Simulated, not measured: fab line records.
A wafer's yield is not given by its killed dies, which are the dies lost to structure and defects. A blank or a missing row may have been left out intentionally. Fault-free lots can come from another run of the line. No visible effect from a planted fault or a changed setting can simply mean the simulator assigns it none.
fab line records	flow sky130
record lots=5	wafers=23
route steps=708 shown FIELD_ISO@16 NWELL@59 VT_ADJUST_HVTP@91 VT_ADJUST_LVTN@105 VT_ADJUST_HVTR@137 VT_ADJUST_PCH@145 SONOS_ONO@180 RES_PROTECT@208
startH: hours from the record's first day to the start of the lot's first wafer shown	waitH: time in hours since the lot's previous step	" as in the row above	L1.1+2: a row that stands for several wafers	- no value, or no start given	* or withheld: withheld	< > ~ a bound
route shown NAME@n: NAME is a module with steps in the file, n the number in the route of the first one	usual: mean/standard deviation taken from wafers without a fault	same: alike in all rows	chamber/n: place in a boat	sites: the reading at each site	_std_site: the values' standard deviation	_edge_site: outer sites' mean less inner sites'	radiusMm: for every site, how far away it sits from the centre of the wafer	mask NAME#n: copy n	behind: the most recent tool/chamber to have shaped the wafer	hold: the reason the lot was held/the length of the hold in hours/how it ended	device: transistor that didn't switch, given as n, p or np	end of line: at the end of the route, the tests of the same wafers	a step with no rows: only its recipe	killed: dies that structure and defects cost at the first sort, which is not the same as the wafer's yield	map: a wafer's dies, marking killed ones x, the rest . and places with no die _
set.NAME: the setting that was run; set.NAME@STEP: the one run at that earlier step	model.NAME: the simulator's own value behind a step, which no gauge read
lots whose settings were changed on purpose; a table a step, a row a wafer
## steps
# step SKY_FIELD_ISO_ETCH_15
# recipe chemistry=CHF3/O2	targetDepthNm=180	stopOn=Si	sourceW=600	biasW=200	pressureMtorr=40	chf3FlowSccm=50	O2_flow_sccm=5	timeS=72
lot.wafer	tool	chamber	startH	waitH	set.timeS	model.KrF-thick_of_FIELD_ISO_COAT_08.thkNm
L074.1	rieDiel-02	0	28.03	0.0	72	239.2
L074.2	"	1	"	"	68.21	245.9
L074.3	"	2	"	"	68.21	238.3
L074.5	"	2	"	"	68.21	237.7
L074.6	"	3	"	"	72	237.6
L076.1	rieDiel-04	2	39.46	0.0	72	236.9
L076.2	"	1	"	"	72	234.6
L076.5	"	1	"	"	72	234.9
L079.1	rieDiel-04	2	55.11	0.0	65.51	248.9
L079.2	"	0	"	"	65.51	246.9
L079.3	"	1	"	"	72	240.3
L079.4	"	3	"	"	72	239.4
L079.5	"	2	"	"	72	234.3
L080.2	rieDiel-04	0	59.68	0.0	72	235.4
L080.3	"	2	"	"	72	233.9
L080.4	"	1	"	"	72	238.8
L080.5	"	0	"	"	81.51	215.2
L080.6	"	1	"	"	81.51	217.5
L083.1	rieDiel-04	2	80.88	0.0	68.62	243.7
L083.2	"	0	"	"	72	235.2
L083.3	"	3	"	"	72	236.6
L083.5	"	0	"	"	68.62	242.4
L083.6	"	1	"	"	72	236.8
# step SKY_FIELD_ISO_STRIP_16
# recipe chemistry=O2/N2	powerW=1400	pressureMtorr=1500	platenTempC=withheld	o2FlowSccm=3000	n2FlowSccm=300	overashFraction=0.5
# usual stripTimeToEndpointS=3.55/0.035
lot.wafer	tool	chamber	startH	waitH	set.timeS@FIELD_ISO_ETCH_15	stripTimeToEndpointS
L074.1	plasmaAsher-01	1	28.09	0.0	72	3.58
L074.2	"	0	"	"	68.21	3.65
L074.3	"	1	"	"	68.21	3.56
L074.5	"	1	"	"	68.21	3.56
L074.6	"	0	"	"	72	3.55
L076.1	plasmaAsher-03	1	39.52	0.0	72	3.55
L076.2	"	0	"	"	72	3.52
L076.5	"	1	"	"	72	3.53
L079.1	plasmaAsher-04	1	55.17	0.0	65.51	3.68
L079.2	"	0	"	"	65.51	3.66
L079.3	"	0	"	"	72	3.59
L079.4	"	1	"	"	72	3.56
L079.5	"	0	"	"	72	3.52
L080.2	plasmaAsher-01	0	59.74	0.0	72	3.53
L080.3	"	0	"	"	72	3.53
L080.4	"	1	"	"	72	3.57
L080.5	"	1	"	"	81.51	3.31
L080.6	"	0	"	"	81.51	3.34
L083.1	plasmaAsher-01	1	80.94	0.0	68.62	3.63
L083.2	"	0	"	"	72	3.53
L083.3	"	0	"	"	72	3.56
L083.5	"	0	"	"	68.62	3.62
L083.6	"	1	"	"	72	3.55
# step SKY_NWELL_SOFTBAKE_06
# recipe tempC=110	timeS=withheld
lot.wafer	tool	chamber	startH	waitH	set.tempC
L074.1+2+3+5+6	lithoTrack-04	0	74.39	0.1	110
L076.1+2+5	lithoTrack-04	0	88.24	0.1	110
L080.2+3+4+5+6	lithoTrack-02	0	112.40	0.1	110
L079.1+3+5	lithoTrack-03	0	112.80	0.1	110
L079.2+4	"	0	"	"	112.6
L083.1+5+6	lithoTrack-03	0	131.05	0.1	107.9
L083.2+3	"	0	"	"	110
# step SKY_NWELL_EXPOSE_07
# recipe maskId=NWM	na=0.6	sourceShape=conventional	sigmaOuter=0.6	polarization=unpolarized	targetCdNm=840	doseMj=255
# step SKY_NWELL_PEB_08
# recipe tempC=115	timeS=withheld
# step SKY_NWELL_DEVELOP_09
# recipe wallAngleDeg=90	developer=TMAH	developTimeS=60	devTempC=23
lot.wafer	tool	chamber	startH	waitH	set.tempC@NWELL_SOFTBAKE_06	model.coat_of_NWELL_COAT_05.thkNm
L074.1	lithoTrack-04	0	-	-	110	2987
L074.2+3	"	0	"	"	110	2995
L074.5	"	0	"	"	110	2994
L074.6	"	0	"	"	110	2993
L076.1+5	lithoTrack-03	0	-	-	110	3002
L076.2	"	0	"	"	110	3000
L080.2	lithoTrack-02	0	-	-	110	3009
L080.3	"	0	"	"	110	3012
L080.4	"	0	"	"	110	3004
L080.5	"	0	"	"	110	3011
L080.6	"	0	"	"	110	3003
L079.1	lithoTrack-03	0	-	-	110	3004
L079.2	"	0	"	"	112.6	2984
L079.3	"	0	"	"	110	3013
L079.4	"	0	"	"	112.6	2973
L079.5	"	0	"	"	110	3003
L083.1	lithoTrack-02	0	-	-	107.9	3013
L083.2	"	0	"	"	110	2984
L083.3	"	0	"	"	110	2994
L083.5	"	0	"	"	107.9	3005
L083.6	"	0	"	"	107.9	3023
# step SKY_NWELL_IMPLANT_13
# recipe species=P	energyKev=50	doseCm2=7e+11	tiltDeg=withheld
lot.wafer	tool	chamber	startH	waitH	set.energyKev	model.implant.rpNm	model.implant.drpNm
L074.1+2+3	implanter-04	0	83.52	0.1	52.94	65.36	26.8
L074.5+6	"	0	"	"	50	61.71	25.55
L076.1+2+5	implanter-02	0	97.28	0.1	50	59.01	25.55
L080.2+5	implanter-04	0	121.78	0.1	52.43	62.59	26.58
L080.3+4+6	"	0	"	"	50	59.67	25.55
L079.1+2+3	implanter-03	0	122.23	0.1	50	60.81	25.55
L079.4+5	"	0	"	"	52.94	64.42	26.8
L083.1+2+6	implanter-04	0	139.30	0.1	50.8	58.38	25.89
L083.3+5	"	0	"	"	50	57.46	25.55
# step SKY_NWELL_STRIP_14
# recipe chemistry=O2/N2	powerW=1400	pressureMtorr=1500	platenTempC=withheld	o2FlowSccm=3000	n2FlowSccm=300	overashFraction=0.5
# usual stripTimeToEndpointS=36.94/0.08
lot.wafer	tool	chamber	startH	waitH	set.tempC@NWELL_SOFTBAKE_06	stripTimeToEndpointS
L074.1	plasmaAsher-02	1	83.67	0.1	110	36.80
L074.2	"	0	"	"	110	36.90
L074.3	"	0	"	"	110	36.91
L074.5	"	0	"	"	110	36.91
L074.6	"	1	"	"	110	36.90
L076.1	plasmaAsher-03	1	97.43	0.1	110	36.98
L076.2	"	0	"	"	110	36.95
L076.5	"	0	"	"	110	36.98
L080.2	plasmaAsher-03	0	121.90	0.1	110	37.07
L080.3	"	0	"	"	110	37.11
L080.4	"	1	"	"	110	37.02
L080.5	"	0	"	"	110	37.10
L080.6	"	1	"	"	110	37.01
L079.1	plasmaAsher-03	0	122.38	0.1	110	36.99
L079.2	"	1	"	"	112.6	36.77
L079.3	"	1	"	"	110	37.11
L079.4	"	0	"	"	112.6	36.63
L079.5	"	1	"	"	110	37.01
L083.1	plasmaAsher-02	1	139.45	0.1	107.9	37.11
L083.2	"	0	"	"	110	36.78
L083.3	"	0	"	"	110	36.90
L083.5	"	0	"	"	107.9	37.02
L083.6	"	1	"	"	107.9	37.23
# step SKY_VT_ADJUST_HVTP_DEVELOP_06
# recipe resist=NOVOLAK	developer=TMAH	developTimeS=60	devTempC=23
lot.wafer	tool	chamber	startH	waitH	set.developTimeS
L074.1+3+5	lithoTrack-02	0	118.77	0.1	60
L074.2+6	"	0	"	"	66.41
L076.1+2+5	lithoTrack-02	0	132.12	0.1	60
L080.2+3	lithoTrack-03	0	157.32	0.1	62.53
L080.4+5+6	"	0	"	"	60
L079.1+5	lithoTrack-03	0	158.20	0.1	55.87
L079.2+3+4	"	0	"	"	60
L083.1+3	lithoTrack-03	0	179.40	0.1	56.47
L083.2+5+6	"	0	"	"	60
# step SKY_VT_ADJUST_HVTP_CD_MEAS_07
# recipe targetCdNm=380
# usual cdNm=379.6/2.8
lot.wafer	tool	chamber	startH	waitH	set.developTimeS@VT_ADJUST_HVTP_DEVELOP_06	cdNm
L074.1	cdSem-02	-	118.92	0.1	60	374.3
L074.2	"	-	"	"	66.41	384.5
L074.3	"	-	"	"	60	377.9
L074.5	"	-	"	"	60	375.2
L074.6	"	-	"	"	66.41	385.8
L076.1	cdSem-02	-	132.27	0.1	60	380.9
L076.2	"	-	"	"	60	379.3
L076.5	"	-	"	"	60	380.0
L080.2	cdSem-02	-	157.47	0.1	62.53	383.6
L080.3	"	-	"	"	62.53	384.5
L080.4	"	-	"	"	60	378.7
L080.5	"	-	"	"	60	377.4
L080.6	"	-	"	"	60	378.5
L079.1	cdSem-02	-	158.35	0.1	55.87	373.5
L079.2	"	-	"	"	60	380.4
L079.3	"	-	"	"	60	381.0
L079.4	"	-	"	"	60	376.9
L079.5	"	-	"	"	55.87	372.7
L083.1	cdSem-02	-	179.55	0.1	56.47	378.9
L083.2	"	-	"	"	60	382.6
L083.3	"	-	"	"	56.47	375.7
L083.5	"	-	"	"	60	381.0
L083.6	"	-	"	"	60	381.0
# step SKY_VT_ADJUST_LVTN_IMPLANT_08
# recipe species=B	energyKev=30	doseCm2=1.57e+12	tiltDeg=withheld
lot.wafer	tool	chamber	startH	waitH	set.energyKev	model.implant.rpNm	model.implant.drpNm
L074.1+2+6	implanter-02	0	135.58	0.0	30	100.9	42.97
L074.3+5	"	0	"	"	28.55	96.1	41.18
L076.1+2+5	implanter-02	0	150.02	0.0	30	95.38	42.97
L080.2+3+4	implanter-01	0	177.63	0.0	28.84	92.79	41.57
L080.5+6	"	0	"	"	30	96.42	42.97
L079.1+3+4	implanter-02	0	178.91	0.0	30	96.2	42.97
L079.2+5	"	0	"	"	30.59	98.04	43.59
L083.1+2+3+5+6	implanter-03	0	200.77	0.0	30	98.25	42.97
# step SKY_VT_ADJUST_LVTN_STRIP_09
# recipe chemistry=O2/N2	powerW=1400	pressureMtorr=1500	platenTempC=withheld	o2FlowSccm=3000	n2FlowSccm=300	overashFraction=0.5
# usual stripTimeToEndpointS=37.57/0.059
lot.wafer	tool	chamber	startH	waitH	set.o2FlowSccm	stripTimeToEndpointS
L074.1	plasmaAsher-04	0	135.73	0.1	3000	37.48
L074.2	"	1	"	"	2558	37.81
L074.3	"	0	"	"	2558	37.90
L074.5	"	0	"	"	3000	37.55
L074.6	"	1	"	"	2558	37.95
L076.1	plasmaAsher-01	1	150.17	0.1	3000	37.59
L076.2	"	0	"	"	3000	37.64
L076.5	"	0	"	"	3000	37.58
L080.2	plasmaAsher-04	1	177.76	0.1	3364	37.28
L080.3	"	1	"	"	3000	37.53
L080.4	"	0	"	"	3364	37.26
L080.5	"	1	"	"	3000	37.62
L080.6	"	0	"	"	3364	37.22
L079.1	plasmaAsher-04	1	179.06	0.1	3000	37.63
L079.2	"	0	"	"	3000	37.52
L079.3	"	1	"	"	3000	37.59
L079.4	"	0	"	"	3198	37.39
L079.5	"	1	"	"	3198	37.42
L083.1	plasmaAsher-04	1	200.92	0.1	3288	37.42
L083.2	"	0	"	"	3000	37.61
L083.3	"	1	"	"	3288	37.35
L083.5	"	1	"	"	3000	37.55
L083.6	"	0	"	"	3288	37.30
# step SKY_VT_ADJUST_HVTR_DEVELOP_06
# recipe developTimeS=60	devTempC=23
lot.wafer	tool	chamber	startH	waitH	set.developTimeS
L074.1+2+5	lithoTrack-02	0	193.67	0.1	60
L074.3+6	"	0	"	"	56.34
L076.1+2+5	lithoTrack-03	0	210.80	0.1	60
L080.2+3+6	lithoTrack-04	0	241.51	0.1	68.01
L080.4+5	"	0	"	"	60
L079.1+3+5	lithoTrack-02	0	244.17	0.1	62.74
L079.2+4	"	0	"	"	60
L083.1+2+3+5+6	lithoTrack-03	0	269.95	0.1	60
# step SKY_VT_ADJUST_HVTR_CD_MEAS_07
# recipe targetCdNm=380
# usual cdNm=379.9/2.5
lot.wafer	tool	chamber	startH	waitH	set.developTimeS@VT_ADJUST_HVTR_DEVELOP_06	cdNm
L074.1	cdSem-02	-	193.82	0.1	60	375.1
L074.2	"	-	"	"	60	377.2
L074.3	"	-	"	"	56.34	372.0
L074.5	"	-	"	"	60	377.8
L074.6	"	-	"	"	56.34	374.6
L076.1	cdSem-01	-	210.95	0.1	60	379.2
L076.2	"	-	"	"	60	381.4
L076.5	"	-	"	"	60	381.5
L080.2	cdSem-02	-	241.65	0.1	68.01	392.1
L080.3	"	-	"	"	68.01	392.3
L080.4	"	-	"	"	60	380.5
L080.5	"	-	"	"	60	382.2
L080.6	"	-	"	"	68.01	391.4
L079.1	cdSem-02	-	244.32	0.1	62.74	384.1
L079.2	"	-	"	"	60	381.7
L079.3	"	-	"	"	62.74	384.5
L079.4	"	-	"	"	60	382.5
L079.5	"	-	"	"	62.74	383.8
L083.1	cdSem-02	-	270.10	0.1	60	383.9
L083.2	"	-	"	"	60	382.1
L083.3	"	-	"	"	60	382.4
L083.5	"	-	"	"	60	385.7
L083.6	"	-	"	"	60	381.8
# step SKY_VT_ADJUST_PCH_COAT_02
# recipe spinRpm=2000	resistThkNm=3000
lot.wafer	tool	chamber	startH	waitH	set.spinRpm	model.coat_of_VT_ADJUST_PCH_COAT_02.thkNm
L074.1	lithoTrack-02	0	204.72	0.1	1865	3101
L074.2	"	0	"	"	2000	2997
L074.3	"	0	"	"	1865	3103
L074.5	"	0	"	"	1865	3096
L074.6	"	0	"	"	2000	2991
L076.1	lithoTrack-01	0	222.47	0.1	2000	3004
L076.2	"	0	"	"	2000	3012
L076.5	"	0	"	"	2000	3010
L080.2	lithoTrack-02	0	253.34	0.1	1879	3097
L080.3	"	0	"	"	2000	2994
L080.4	"	0	"	"	1879	3104
L080.5	"	0	"	"	2000	2988
L080.6	"	0	"	"	2000	3004
L079.1	lithoTrack-02	0	256.02	0.1	2000	3007
L079.2+5	"	0	"	"	2046	2975
L079.3	"	0	"	"	2000	3003
L079.4	"	0	"	"	2046	2976
L083.1	lithoTrack-03	0	281.95	0.1	2000	3000
L083.2	"	0	"	"	2000	3010
L083.3	"	0	"	"	2000	3009
L083.5	"	0	"	"	2000	2995
L083.6	"	0	"	"	2000	3001
# step SKY_VT_ADJUST_PCH_IMPLANT_08
# recipe species=B	energyKev=10	doseCm2=5e+11	tiltDeg=withheld
lot.wafer	tool	chamber	startH	waitH	set.doseCm2
L074.1+5+6	implanter-03	0	215.45	0.0	5e+11
L074.2+3	"	0	"	"	5.258e+11
L076.1+2+5	implanter-01	0	233.98	0.0	5e+11
L080.2+4+5	implanter-04	0	265.63	0.0	5e+11
L080.3+6	"	0	"	"	4.763e+11
L079.1+2+3+4+5	implanter-01	0	268.86	0.0	5e+11
L083.1+6	implanter-04	0	295.28	0.0	4.685e+11
L083.2+3+5	"	0	"	"	5e+11
# step SKY_VT_ADJUST_PCH_STRIP_09
# recipe chemistry=O2/N2	powerW=1400	pressureMtorr=1500	platenTempC=withheld	o2FlowSccm=3000	n2FlowSccm=300	overashFraction=0.5
# usual stripTimeToEndpointS=36.95/0.085
lot.wafer	tool	chamber	startH	waitH	set.spinRpm@VT_ADJUST_PCH_COAT_02	stripTimeToEndpointS
L074.1	plasmaAsher-03	0	215.60	0.1	1865	38.08
L074.2	"	1	"	"	2000	36.88
L074.3	"	1	"	"	1865	38.09
L074.5	"	0	"	"	1865	38.00
L074.6	"	1	"	"	2000	36.79
L076.1	plasmaAsher-04	0	234.13	0.1	2000	36.97
L076.2	"	1	"	"	2000	37.05
L076.5	"	1	"	"	2000	37.05
L080.2	plasmaAsher-01	1	265.75	0.1	1879	38.02
L080.3	"	1	"	"	2000	36.84
L080.4	"	0	"	"	1879	38.10
L080.5	"	0	"	"	2000	36.77
L080.6	"	1	"	"	2000	36.96
L079.1	plasmaAsher-04	0	269.01	0.1	2000	36.99
L079.2	"	1	"	"	2046	36.62
L079.3	"	0	"	"	2000	36.93
L079.4	"	1	"	"	2046	36.62
L079.5	"	0	"	"	2046	36.62
L083.1	plasmaAsher-01	1	295.43	0.1	2000	36.91
L083.2	"	0	"	"	2000	37.02
L083.3	"	0	"	"	2000	37.02
L083.5	"	1	"	"	2000	36.86
L083.6	"	0	"	"	2000	36.91
# step SKY_VT_ADJUST_PCH_TW_MEAS_10
# usual VT_ADJUST_PCH_TW=144.1/0.97
lot.wafer	tool	chamber	startH	waitH	set.doseCm2@VT_ADJUST_PCH_IMPLANT_08	VT_ADJUST_PCH_TW
L074.1	filmMetro-04	-	215.70	0.1	5e+11	144.8
L074.2	"	-	"	"	5.258e+11	146.9
L074.3	"	-	"	"	5.258e+11	146.5
L074.5	"	-	"	"	5e+11	143.8
L074.6	"	-	"	"	5e+11	144.5
L076.1	filmMetro-01	-	234.23	0.1	5e+11	145.3
L076.2	"	-	"	"	5e+11	145.3
L076.5	"	-	"	"	5e+11	145.7
L080.2	filmMetro-04	-	265.86	0.1	5e+11	144.1
L080.3	"	-	"	"	4.763e+11	143.2
L080.4	"	-	"	"	5e+11	145.1
L080.5	"	-	"	"	5e+11	145.4
L080.6	"	-	"	"	4.763e+11	143.5
L079.1	filmMetro-01	-	269.11	0.1	5e+11	145.0
L079.2	"	-	"	"	5e+11	144.7
L079.3	"	-	"	"	5e+11	144.8
L079.4	"	-	"	"	5e+11	144.0
L079.5	"	-	"	"	5e+11	144.6
L083.1	filmMetro-01	-	295.53	0.1	4.685e+11	141.9
L083.2	"	-	"	"	5e+11	144.6
L083.3	"	-	"	"	5e+11	144.8
L083.5	"	-	"	"	5e+11	143.5
L083.6	"	-	"	"	4.685e+11	141.9
# step SKY_SONOS_ONO_DEVELOP_12
# recipe developTimeS=60	devTempC=23
lot.wafer	tool	chamber	startH	waitH	set.devTempC
L074.1+2+3+5+6	lithoTrack-02	0	266.97	0.1	23
L076.1+2+5	lithoTrack-02	0	288.12	0.1	23
L080.2+5	lithoTrack-04	0	322.41	0.1	24.45
L080.3+4+6	"	0	"	"	23
L079.1+2+5	lithoTrack-02	0	324.57	0.1	20.36
L079.3+4	"	0	"	"	23
L083.1+5	lithoTrack-04	0	353.43	0.1	23
L083.2+3+6	"	0	"	"	20.01
# step SKY_SONOS_ONO_CD_MEAS_13
# recipe targetCdNm=410
# usual cdNm=409.5/2.3
lot.wafer	tool	chamber	startH	waitH	set.devTempC@SONOS_ONO_DEVELOP_12	cdNm
L074.1	cdSem-01	-	267.12	0.1	23	411.8
L074.2	"	-	"	"	23	409.5
L074.3	"	-	"	"	23	408.5
L074.5	"	-	"	"	23	408.7
L074.6	"	-	"	"	23	410.5
L076.1	cdSem-01	-	288.27	0.1	23	407.6
L076.2	"	-	"	"	23	408.8
L076.5	"	-	"	"	23	409.5
L080.2	cdSem-01	-	322.55	0.1	24.45	412.0
L080.3	"	-	"	"	23	406.8
L080.4	"	-	"	"	23	404.8
L080.5	"	-	"	"	24.45	409.0
L080.6	"	-	"	"	23	406.7
L079.1	cdSem-02	-	324.72	0.1	20.36	399.8
L079.2	"	-	"	"	20.36	399.5
L079.3	"	-	"	"	23	411.1
L079.4	"	-	"	"	23	406.2
L079.5	"	-	"	"	20.36	400.0
L083.1	cdSem-02	-	353.58	0.1	23	412.8
L083.2	"	-	"	"	20.01	404.8
L083.3	"	-	"	"	20.01	403.8
L083.5	"	-	"	"	23	414.8
L083.6	"	-	"	"	20.01	404.5
# step SKY_SONOS_ONO_ETCH_15
# recipe targetDepthNm=19.52	chemistry=CHF3/O2	sourceW=600	biasW=200	pressureMtorr=40	chf3FlowSccm=50	O2_flow_sccm=5	timeS=7.8
lot.wafer	tool	chamber	startH	waitH	set.sourceW	set.devTempC@SONOS_ONO_DEVELOP_12	model.SONOS_ONO.cdNm
L074.1	rieDiel-02	1	267.27	0.0	600	23	412
L074.2	"	3	"	"	600	23	409.4
L074.3	"	2	"	"	553.4	23	408.7
L074.5	"	3	"	"	553.4	23	409
L074.6	"	0	"	"	553.4	23	410.5
L076.1	rieDiel-01	3	288.42	0.0	600	23	407.6
L076.2	"	1	"	"	600	23	408.5
L076.5	"	0	"	"	600	23	409.6
L080.2	rieDiel-03	1	322.69	0.0	600	24.45	412.1
L080.3	"	2	"	"	572.7	23	406.9
L080.4	"	1	"	"	572.7	23	404.8
L080.5	"	3	"	"	572.7	24.45	409.6
L080.6	"	2	"	"	600	23	406.7
L079.1	rieDiel-03	2	324.87	0.0	541.3	20.36	400
L079.2	"	3	"	"	600	20.36	399.7
L079.3	"	1	"	"	541.3	23	410.9
L079.4	"	1	"	"	541.3	23	406.3
L079.5	"	3	"	"	600	20.36	400.3
L083.1	rieDiel-01	2	353.74	0.0	646.4	23	412.5
L083.2	"	0	"	"	646.4	20.01	404.5
L083.3	"	3	"	"	600	20.01	403.4
L083.5	"	2	"	"	600	23	414.9
L083.6	"	0	"	"	646.4	20.01	404.8
# step SKY_RES_PROTECT_COAT_02
# recipe resist=NOVOLAK	spinRpm=3000	resistThkNm=1140
lot.wafer	tool	chamber	startH	waitH	set.resistThkNm	model.NOVOLAK_of_RES_PROTECT_COAT_02.thkNm
L074.1	lithoTrack-01	0	311.72	0.1	1140	1146
L074.2	"	0	"	"	1140	1142
L074.3+6	"	0	"	"	1140	1141
L074.5	"	0	"	"	1140	1145
L076.1	lithoTrack-03	0	333.50	0.1	1140	1134
L076.2	"	0	"	"	1140	1139
L076.5	"	0	"	"	1140	1138
L080.2	lithoTrack-02	0	368.39	0.1	1208	1208
L080.3	"	0	"	"	1208	1205
L080.4+5	"	0	"	"	1140	1139
L080.6	"	0	"	"	1140	1142
L079.1	lithoTrack-02	0	370.17	0.1	1072	1070
L079.2	"	0	"	"	1140	1141
L079.3	"	0	"	"	1140	1136
L079.4	"	0	"	"	1140	1140
L079.5	"	0	"	"	1072	1072
L083.1+2	lithoTrack-03	0	401.35	0.1	1140	1137
L083.3	"	0	"	"	1104	1098
L083.5	"	0	"	"	1104	1100
L083.6	"	0	"	"	1104	1103
## key
split step=SKY_FIELD_ISO_ETCH_15	setting=timeS	stated=72	by=wafer
response step=SKY_FIELD_ISO_ETCH_15	reading=model.KrF-thick_of_FIELD_ISO_COAT_08.thkNm	change=-1.29	per=1%	r=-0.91
response step=SKY_FIELD_ISO_STRIP_16	reading=stripTimeToEndpointS	change=*	per=1%	r=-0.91
split step=SKY_NWELL_SOFTBAKE_06	setting=tempC	stated=110	by=wafer
response step=SKY_NWELL_DEVELOP_09	reading=model.coat_of_NWELL_COAT_05.thkNm	change=-12.3	per=1%	r=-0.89
response step=SKY_NWELL_STRIP_14	reading=stripTimeToEndpointS	change=*	per=1%	r=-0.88
split step=SKY_NWELL_IMPLANT_13	setting=energyKev	stated=50	by=wafer
response step=SKY_NWELL_IMPLANT_13	reading=model.implant.rpNm	change=+0.612	per=1%	r=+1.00
response step=SKY_NWELL_IMPLANT_13	reading=model.implant.drpNm	change=+0.212	per=1%	r=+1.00
split step=SKY_VT_ADJUST_HVTP_DEVELOP_06	setting=developTimeS	stated=60	by=wafer
response step=SKY_VT_ADJUST_HVTP_CD_MEAS_07	reading=cdNm	change=+0.9	per=1%	r=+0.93
split step=SKY_VT_ADJUST_LVTN_IMPLANT_08	setting=energyKev	stated=30	by=wafer
response step=SKY_VT_ADJUST_LVTN_IMPLANT_08	reading=model.implant.rpNm	change=+0.964	per=1%	r=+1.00
response step=SKY_VT_ADJUST_LVTN_IMPLANT_08	reading=model.implant.drpNm	change=+0.362	per=1%	r=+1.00
split step=SKY_VT_ADJUST_LVTN_STRIP_09	setting=o2FlowSccm	stated=3000	by=wafer
response step=SKY_VT_ADJUST_LVTN_STRIP_09	reading=stripTimeToEndpointS	change=*	per=1%	r=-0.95
split step=SKY_VT_ADJUST_HVTR_DEVELOP_06	setting=developTimeS	stated=60	by=wafer
response step=SKY_VT_ADJUST_HVTR_CD_MEAS_07	reading=cdNm	change=+0.726	per=1%	r=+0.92
split step=SKY_VT_ADJUST_PCH_COAT_02	setting=spinRpm	stated=2000	by=wafer
response step=SKY_VT_ADJUST_PCH_COAT_02	reading=model.coat_of_VT_ADJUST_PCH_COAT_02.thkNm	change=-16.3	per=1%	r=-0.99
response step=SKY_VT_ADJUST_PCH_STRIP_09	reading=stripTimeToEndpointS	change=*	per=1%	r=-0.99
split step=SKY_VT_ADJUST_PCH_IMPLANT_08	setting=doseCm2	stated=5e+11	by=wafer
response step=SKY_VT_ADJUST_PCH_TW_MEAS_10	reading=VT_ADJUST_PCH_TW	change=+0.388	per=1%	r=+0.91
split step=SKY_SONOS_ONO_DEVELOP_12	setting=devTempC	stated=23	by=wafer
response step=SKY_SONOS_ONO_CD_MEAS_13	reading=cdNm	change=+0.742	per=1%	r=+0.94
response step=SKY_SONOS_ONO_ETCH_15	reading=model.SONOS_ONO.cdNm	change=+0.738	per=1%	r=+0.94
split step=SKY_SONOS_ONO_ETCH_15	setting=sourceW	stated=600	by=wafer
response none clear
split step=SKY_RES_PROTECT_COAT_02	setting=resistThkNm	stated=1140	by=wafer
response step=SKY_RES_PROTECT_COAT_02	reading=model.NOVOLAK_of_RES_PROTECT_COAT_02.thkNm	change=+11.3	per=1%	r=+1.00
